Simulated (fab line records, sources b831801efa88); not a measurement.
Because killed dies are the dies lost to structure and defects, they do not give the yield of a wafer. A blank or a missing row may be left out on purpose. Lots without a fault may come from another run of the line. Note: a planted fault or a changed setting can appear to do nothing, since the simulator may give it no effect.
What tool caused it? / flow sky130 / Sampling: 12 lots, 36 wafers, 6 of 708 route steps

## WHAT THE GAUGES READ, wafer by wafer
SKY_VT_ADJUST_PCH_OVL_MEAS_07.
lot=L163; measured=day 11 10:29; on=overlay-02; VT_ADJUST_PCH_OVL (nm)=-1.3 -0.8 -0.2
lot=L165; measured=day 11 20:37; on=overlay-02; VT_ADJUST_PCH_OVL (nm)=-1.6 -0.7 -0.3
lot=L167; measured=day 12 20:08; on=overlay-01; VT_ADJUST_PCH_OVL (nm)=1.5 0.9 -0.8
lot=L168; measured=day 13 05:22; on=overlay-02; VT_ADJUST_PCH_OVL (nm)=-0.9 -2.5 -2.4
lot=L170; measured=day 13 13:26; on=overlay-01; VT_ADJUST_PCH_OVL (nm)=1.2 2.0 3.3
lot=L174; measured=day 14 15:30; on=overlay-01; VT_ADJUST_PCH_OVL (nm)=0.3 0.1 -0.3
lot=L175; measured=day 14 21:13; on=overlay-02; VT_ADJUST_PCH_OVL (nm)=1.0 -0.4 0.3
lot=L176; measured=day 15 02:18; on=overlay-01; VT_ADJUST_PCH_OVL (nm)=1.3 -0.8 -0.7
lot=L181; measured=day 16 07:56; on=overlay-01; VT_ADJUST_PCH_OVL (nm)=1.0 -0.8 0.6
lot=L182; measured=day 16 19:28; on=overlay-02; VT_ADJUST_PCH_OVL (nm)=0.0 -2.7 0.7
lot=L183; measured=day 16 21:34; on=overlay-02; VT_ADJUST_PCH_OVL (nm)=0.9 -1.5 -0.3
lot=L185; measured=day 17 09:38; on=overlay-02; VT_ADJUST_PCH_OVL (nm)=0.8 -1.2 0.8

SKY_POLY_GATE_CD_MEAS_22.
lot=L163; measured=day 17 09:45; on=cdSem-01; cdNm (nm)=152.0 149.8 150.4
lot=L165; measured=day 18 00:58; on=cdSem-02; cdNm (nm)=154.0 148.0 152.9
lot=L167; measured=day 19 03:22; on=cdSem-02; cdNm (nm)=148.5 151.5 152.1
lot=L168; measured=day 19 11:22; on=cdSem-02; cdNm (nm)=155.5 153.5 156.0
lot=L170; measured=day 19 22:37; on=cdSem-01; cdNm (nm)=149.1 148.0 149.2
lot=L174; measured=day 21 05:20; on=cdSem-02; cdNm (nm)=154.6 153.7 152.9
lot=L175; measured=day 21 15:33; on=cdSem-01; cdNm (nm)=153.7 153.6 151.5
lot=L176; measured=day 21 21:40; on=cdSem-01; cdNm (nm)=152.8 153.0 153.1
lot=L181; measured=day 23 05:12; on=cdSem-02; cdNm (nm)=153.4 153.5 156.3
lot=L182; measured=day 23 15:45; on=cdSem-01; cdNm (nm)=155.7 154.0 154.2
lot=L183; measured=day 23 20:10; on=cdSem-02; cdNm (nm)=150.5 154.5 149.9
lot=L185; measured=day 24 05:41; on=cdSem-02; cdNm (nm)=151.9 150.2 152.9

SKY_LDD_P_CD_MEAS_07 targets a cd of 380 nm.
lot=L163; measured=day 19 22:08; on=cdSem-01; cdNm (nm)=381.1 382.5 383.4
lot=L165; measured=day 20 12:52; on=cdSem-01; cdNm (nm)=379.6 381.5 381.5
lot=L167; measured=day 21 17:41; on=cdSem-01; cdNm (nm)=378.6 377.3 377.9
lot=L168; measured=day 22 01:01; on=cdSem-02; cdNm (nm)=377.3 377.3 378.6
lot=L170; measured=day 22 12:17; on=cdSem-02; cdNm (nm)=377.5 379.1 378.4
lot=L174; measured=day 23 18:46; on=cdSem-02; cdNm (nm)=- - -
lot=L175; measured=day 24 04:41; on=cdSem-02; cdNm (nm)=- - -
lot=L176; measured=day 24 10:49; on=cdSem-02; cdNm (nm)=- - -
lot=L181; measured=day 25 17:25; on=cdSem-02; cdNm (nm)=379.8 378.2 378.4
lot=L182; measured=day 26 02:50; on=cdSem-02; cdNm (nm)=384.7 382.5 384.4
lot=L183; measured=day 26 07:58; on=cdSem-02; cdNm (nm)=381.9 383.5 380.5
lot=L185; measured=day 26 17:17; on=cdSem-01; cdNm (nm)=379.1 380.3 379.3

SKY_LDD_HVN_TW_MEAS_10.
lot=L163; measured=day 21 04:21; on=filmMetro-03; LDD_HVN_TW=1406 1412 1413
lot=L165; measured=day 21 19:29; on=filmMetro-04; LDD_HVN_TW=1429 1445 1443
lot=L167; measured=day 23 00:18; on=filmMetro-02; LDD_HVN_TW=1411 1412 1410
lot=L168; measured=day 23 07:29; on=filmMetro-02; LDD_HVN_TW=1404 1408 1411
lot=L170; measured=day 23 18:54; on=filmMetro-03; LDD_HVN_TW=1425 1429 1425
lot=L174; measured=day 25 00:41; on=filmMetro-04; LDD_HVN_TW=1481 1481 1484 1482 1479 1480
lot=L175; measured=day 25 10:53; on=filmMetro-03; LDD_HVN_TW=1446 1448 1451
lot=L176; measured=day 25 17:11; on=filmMetro-03; LDD_HVN_TW=1453 1454 1458
lot=L181; measured=day 26 23:20; on=filmMetro-03; LDD_HVN_TW=1417 1406 1418
lot=L182; measured=day 27 08:40; on=filmMetro-03; LDD_HVN_TW=1416 1412 1416
lot=L183; measured=day 27 13:11; on=filmMetro-02; LDD_HVN_TW=1420 1417 1417
lot=L185; measured=day 27 23:01; on=filmMetro-02; LDD_HVN_TW=1411 1410 1415

SKY_LDD_HVP_TW_MEAS_10.
lot=L163; measured=day 22 11:16; on=filmMetro-04; LDD_HVP_TW=456 457 453
lot=L165; measured=day 23 02:01; on=filmMetro-04; LDD_HVP_TW=454 456 455
lot=L167; measured=day 24 06:28; on=filmMetro-04; LDD_HVP_TW=455 456 455
lot=L168; measured=day 24 13:07; on=filmMetro-01; LDD_HVP_TW=455 453 454
lot=L170; measured=day 25 00:39; on=filmMetro-01; LDD_HVP_TW=454 454 453
lot=L174; measured=day 26 05:50; on=filmMetro-04; LDD_HVP_TW=704 704 702 705 707 706
lot=L175; measured=day 26 16:12; on=filmMetro-01; LDD_HVP_TW=693 692 695 696 693 695
lot=L176; measured=day 26 22:46; on=filmMetro-04; LDD_HVP_TW=704 704 703 704 708 705
lot=L181; measured=day 28 04:34; on=filmMetro-02; LDD_HVP_TW=450 446 448
lot=L182; measured=day 28 13:39; on=filmMetro-04; LDD_HVP_TW=456 455 458
lot=L183; measured=day 28 17:49; on=filmMetro-01; LDD_HVP_TW=452 455 455
lot=L185; measured=day 29 03:49; on=filmMetro-01; LDD_HVP_TW=453 453 453

## WHICH TOOL RAN EACH LOT (tool, then ch and the chambers of the sampled wafers, then the start)
lot=L163; SKY_LDD_P_COAT_02=lithoTrack-02 ch 0, day 19 05:55
lot=L165; SKY_LDD_P_COAT_02=lithoTrack-04 ch 0, day 19 22:49
lot=L167; SKY_LDD_P_COAT_02=lithoTrack-01 ch 0, day 21 02:32
lot=L168; SKY_LDD_P_COAT_02=lithoTrack-02 ch 0, day 21 10:01
lot=L170; SKY_LDD_P_COAT_02=lithoTrack-02 ch 0, day 21 20:07
lot=L174; SKY_LDD_P_COAT_02=lithoTrack-01, day 23 02:47
lot=L175; SKY_LDD_P_COAT_02=lithoTrack-01, day 23 14:13
lot=L176; SKY_LDD_P_COAT_02=lithoTrack-02, day 23 20:53
lot=L181; SKY_LDD_P_COAT_02=lithoTrack-01 ch 0, day 25 03:01
lot=L182; SKY_LDD_P_COAT_02=lithoTrack-01 ch 0, day 25 12:17
lot=L183; SKY_LDD_P_COAT_02=lithoTrack-01 ch 0, day 25 16:49
lot=L185; SKY_LDD_P_COAT_02=lithoTrack-04 ch 0, day 26 02:14
- SKY_LDD_P_COAT_02: resist thk 1140 nm.

## AS READ BY THE TOOLS THEMSELVES (means over the sampled wafers that have a number; for cases with no such wafer, the mark the record gives instead)
SKY_LDD_P_COAT_02.
lot=L163; tool=lithoTrack-02; chillPlateTempC (C)=23.22; dispensePressureKPa (kPa)=48
lot=L165; tool=lithoTrack-04; chillPlateTempC (C)=23.16; dispensePressureKPa (kPa)=54
lot=L167; tool=lithoTrack-01; chillPlateTempC (C)=23.04; dispensePressureKPa (kPa)=42
lot=L168; tool=lithoTrack-02; chillPlateTempC (C)=22.89; dispensePressureKPa (kPa)=48
lot=L170; tool=lithoTrack-02; chillPlateTempC (C)=22.91; dispensePressureKPa (kPa)=48
lot=L174; tool=lithoTrack-01; chillPlateTempC (C)=-; dispensePressureKPa (kPa)=-
lot=L175; tool=lithoTrack-01; chillPlateTempC (C)=-; dispensePressureKPa (kPa)=-
lot=L176; tool=lithoTrack-02; chillPlateTempC (C)=-; dispensePressureKPa (kPa)=-
lot=L181; tool=lithoTrack-01; chillPlateTempC (C)=23.16; dispensePressureKPa (kPa)=42
lot=L182; tool=lithoTrack-01; chillPlateTempC (C)=23.21; dispensePressureKPa (kPa)=42
lot=L183; tool=lithoTrack-01; chillPlateTempC (C)=22.83; dispensePressureKPa (kPa)=42
lot=L185; tool=lithoTrack-04; chillPlateTempC (C)=22.93; dispensePressureKPa (kPa)=54

## THE ANSWER, worked out from the rows above alone
Rule: what is usual is taken from the lots themselves. Put in order of their means at a reading, lots are off if they are a third of the lots or fewer, leave a main group of 4 or more, and stand apart from it by a gap of 3 or more times the standard deviation of the main group's means; of several such gaps the widest counts. Not used: any main group whose means are identical at the precision the tables above print for the reading. A lot without any number at a reading at which 4 lots or more have one is off too. Any other lot the step has rows for is counted as sound. The gauges are gone through in route order, then the tools' own readings, and for those a lot's mean is taken as printed above. At the first step where some lot is off, the reading lying furthest off is the one used; lots without a number count as furthest.
Off: L174, L175, L176, at SKY_LDD_P_CD_MEAS_07 (cdNm). Without a number there: L174, L175, L176. The main group has a mean of 380.2 nm with a standard deviation of 2.1.
If a tool, at a process step before that reading, ran all the lots that are off and no sound lot after the first of them, it fits. Not tried: the gauges at SKY_LDD_P_CD_MEAS_07; whatever is off there is also off at SKY_LDD_HVP_TW_MEAS_10, on other tools, and gauge error can't account for it. Not one of the candidates tried fits.

## WHAT WAS PUT IN BY THE SIMULATOR
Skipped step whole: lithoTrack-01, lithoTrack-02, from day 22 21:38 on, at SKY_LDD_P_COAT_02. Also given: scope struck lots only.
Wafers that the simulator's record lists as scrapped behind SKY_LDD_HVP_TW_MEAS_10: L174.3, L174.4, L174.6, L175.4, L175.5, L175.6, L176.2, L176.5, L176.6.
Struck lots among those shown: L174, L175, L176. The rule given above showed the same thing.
